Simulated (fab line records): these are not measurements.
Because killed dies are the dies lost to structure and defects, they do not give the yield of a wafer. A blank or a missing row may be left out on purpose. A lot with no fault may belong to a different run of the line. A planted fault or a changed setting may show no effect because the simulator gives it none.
Code-filled problem report in 8D (eight disciplines) form / flow sfq_line / the parts of the form that need people (team, actions taken, sign-off) are left out

== 1. PROBLEM STATEMENT ==
Mean of oes_product_au at SFQ_TRILAYER_I2_VIA_ETCH_VIA_ETCH_070: 0.374 a.u. across 9 wafers in 3 lots; on wafers with no fault it is 0.855 a.u. (standard deviation 0.0054). Measured from the usual mean, that is -89 standard deviations.
The step: etches SiO2 in CHF3, stops on Nb, target depth 260 nm.
First seen on wafer L450.2, day 38 06:16, on rie_diel-01. Wafers with a number at this step in the record: 45, from 15 lots. Rule for "out" (also "out of limits"): further than 4 standard deviations from the usual mean. All remaining wafers that have a number are taken as sound.

== 2. WHAT IT IS; WHAT IT IS NOT ==
question=which readings at this step | is=oes_product_au | is not=chamber_pressure_mTorr, drypump_motor_current_A
question=which lots | is=L450, L451, L452 | is not=L437, L438, L439, L440, L441, L442, L443, L456, L457, L458, L459, L460
question=which wafers of those lots | is=all that have a number | is not=-
question=read on which tools | is=rie_diel-01 | is not=rie_diel-03, rie_diel-04
question=when | is=from day 38 06:16 | is not=up to then (21 sound wafers); but 15 sound wafers of L456, L457, L458, L459, L460 came after

== 3. SUSPECTS, AND WHAT RULES EACH OUT ==
Counting: a tool stays on the suspect list if, at a process step up to the reading, it processed all lots that are out and no sound lot following the first of them.
- rie_diel-01 at SFQ_TRILAYER_I2_VIA_BARC_OPEN_VIA_ETCH_096 (etches BARC in O2, target depth 125 nm, time 41.7 s): ruled out as a lasting fault. Sound lots L456, L457, L459 ran on it after its first lot that is out, L450 (day 38 06:13).
- rie_diel-01 at SFQ_TRILAYER_I2_VIA_ETCH_VIA_ETCH_070 (etches SiO2 in CHF3, stops on Nb, target depth 260 nm): ruled out as a lasting fault. Sound lots L456, L457, L459 ran on it after its first lot that is out, L450 (day 38 06:16).
Left after counting: nothing in the record.

== 4. THE CAUSE (what the simulator had put in) ==
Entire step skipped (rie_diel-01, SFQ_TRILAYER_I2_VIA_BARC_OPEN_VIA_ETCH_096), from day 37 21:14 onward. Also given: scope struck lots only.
Counting ruled it out, wrongly.

== 5. THE EFFECT CHAIN, in route order ==
One row per reading whose mean, taken over the struck wafers that have a number, lies over 3 standard deviations from the usual. Only readings for which the record gives a usual standard deviation are gone through. hours: the time from each lot's start at the first step in this table that gives one to its start at this step, as a median over the lots. sigmas: the change in usual standard deviations.
hours=0; step=SFQ_TRILAYER_I2_VIA_ETCH_VIA_ETCH_070; reading=oes_product_au; usual=0.855 a.u.; on struck wafers=0.374; change=-0.481; sigmas=-89
The process steps in it:
- SFQ_TRILAYER_I2_VIA_ETCH_VIA_ETCH_070: etches SiO2 in CHF3, stops on Nb, target depth 260 nm.
Readings that are blank on the struck wafers while sound wafers have them: bias_w at SFQ_TRILAYER_I2_VIA_BARC_OPEN_VIA_ETCH_096; chamber_pressure_mTorr at SFQ_TRILAYER_I2_VIA_BARC_OPEN_VIA_ETCH_096; drypump_motor_current_A at SFQ_TRILAYER_I2_VIA_BARC_OPEN_VIA_ETCH_096; oes_product_au at SFQ_TRILAYER_I2_VIA_BARC_OPEN_VIA_ETCH_096; exposure_dose_mJ_cm2 at SFQ_TRILAYER_M3_LITHO_EXPOSE_076; focus_offset_nm at SFQ_TRILAYER_M3_LITHO_EXPOSE_076.

== 6. WHAT WOULD HAVE CAUGHT IT SOONER ==
The fault began at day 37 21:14; the first out-of-limits reading in this record came at day 38 06:16, 9 hours later.
At SFQ_TRILAYER_I2_VIA_BARC_OPEN_VIA_ETCH_096 the tool's readings are blank on the struck wafers, where sound wafers have them: an empty tool record is the first sign, and it was there at once.
